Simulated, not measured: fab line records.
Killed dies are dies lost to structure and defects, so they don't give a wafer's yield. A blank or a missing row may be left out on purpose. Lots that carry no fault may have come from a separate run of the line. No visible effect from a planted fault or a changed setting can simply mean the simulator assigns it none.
Code-filled problem report in 8D (eight disciplines) form | flow sky130 | the parts of the form that need people (team, actions taken, sign-off) are left out

== 1. THE ISSUE ==
Mean VIA4_W_RS at SKY_VIA4_RS_MEAS_19: 0.5202 ohm/sq over 4 wafers in 2 lots; fault-free wafers: 0.2270 ohm/sq, standard deviation 0.0025. So: +99 or more standard deviations from the usual mean.
The step: measures by four-point-probe.
The first sign was on wafer L260.3 at day 46 16:24, on film metro-01. The record holds 30 wafers of 10 lots with a number at this step. Rule for "out" (also "out of limits"): further than 4 standard deviations from the usual mean. Any other wafer with a number is counted as sound.

== 2. WHAT IT IS; WHAT IT IS NOT ==
question                    | is                             | is not
which readings at this step | VIA4_W_RS                      | -
which lots                  | L260, L262                     | L249, L251, L259, L265, L267, L268, L269, L270
which wafers of those lots  | L260.3, L260.6, L262.2, L262.6 | L260.5, L262.3
read on which gauges        | film metro-01, film metro-03   | film metro-04
when                        | from day 46 16:24              | up to then (10 sound wafers); but 16 sound wafers of L262, L265, L267, L268, L269, L270 came after

== 3. THE SUSPECTS, EACH WITH WHAT RULES IT OUT ==
Counting: if a tool at a process step up to the reading ran every lot that is out, it stays a suspect. Sound lots after the first of them don't rule it out here, since some wafers of a struck lot are sound.
- the gauge at SKY_VIA4_RS_MEAS_19 is ruled out. Those wafers that are out were read across 2 gauges (film metro-01, film metro-03).
- cvd w-02 at SKY_VIA4_CVD_18 (deposits W, target thk 505 nm, time 152.14 s): kept. It ran every lot that is out, first L260 (day 46 16:16); its last sound lot up to then is L251 (day 43 15:34).
- Within cvd w-02 at SKY_VIA4_CVD_18: the wafers that are out ran in chamber 0; their sound lot-mates ran in chamber 1.
After counting, what remains is cvd w-02 at SKY_VIA4_CVD_18.

== 4. THE CAUSE (what the simulator had put in) ==
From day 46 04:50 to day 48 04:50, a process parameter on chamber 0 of cvd w-02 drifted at SKY_VIA4_CVD_18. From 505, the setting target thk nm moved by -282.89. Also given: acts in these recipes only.
Only this tool survived the counting.

== 5. SEQUENCE OF EFFECTS, ordered by route ==
Each row: a reading where the mean over the struck wafers with a number is more than 3 standard deviations away from the usual. Readings are gone through only where the record gives a usual standard deviation; hours: the median, over the lots, of the time from a lot's start at the first step in this table giving one to that lot's start at this step; sigmas: the change measured in usual standard deviations.
hours | step                 | reading            | usual         | on struck wafers | change  | sigmas
0     | SKY_VIA4_RS_MEAS_19  | VIA4_W_RS          | 0.2270 ohm/sq | 0.5202           | +0.2932 | +99 or more
0     | SKY_VIA4_THK_MEAS_20 | VIA4_W_THK         | 524 nm        | 228              | -296    | -36
2     | SKY_VIA4_CMP_21      | time to endpoint s | 120 s         | 52               | -68     | -17
It contains these process steps:
- SKY_VIA4_CMP_21: polishes, stops on SiO2, t overpolish 25 s, target thk 0 nm.

== 6. WHAT WOULD HAVE CAUGHT IT SOONER ==
In this record the first reading out of limits at a measuring or inspecting step was taken at day 46 16:24, 12 hours after the fault began at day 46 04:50.
Of the tool readings at SKY_VIA4_CVD_18 for which the record gives a usual standard deviation, none was out on any struck wafer, so an alarm limit of 4 standard deviations on them would not have fired.
Of the lots that are out (2), L262 began SKY_VIA4_CVD_18 on cvd w-02 after day 46 16:24. Holding the tool at that time would have saved it.
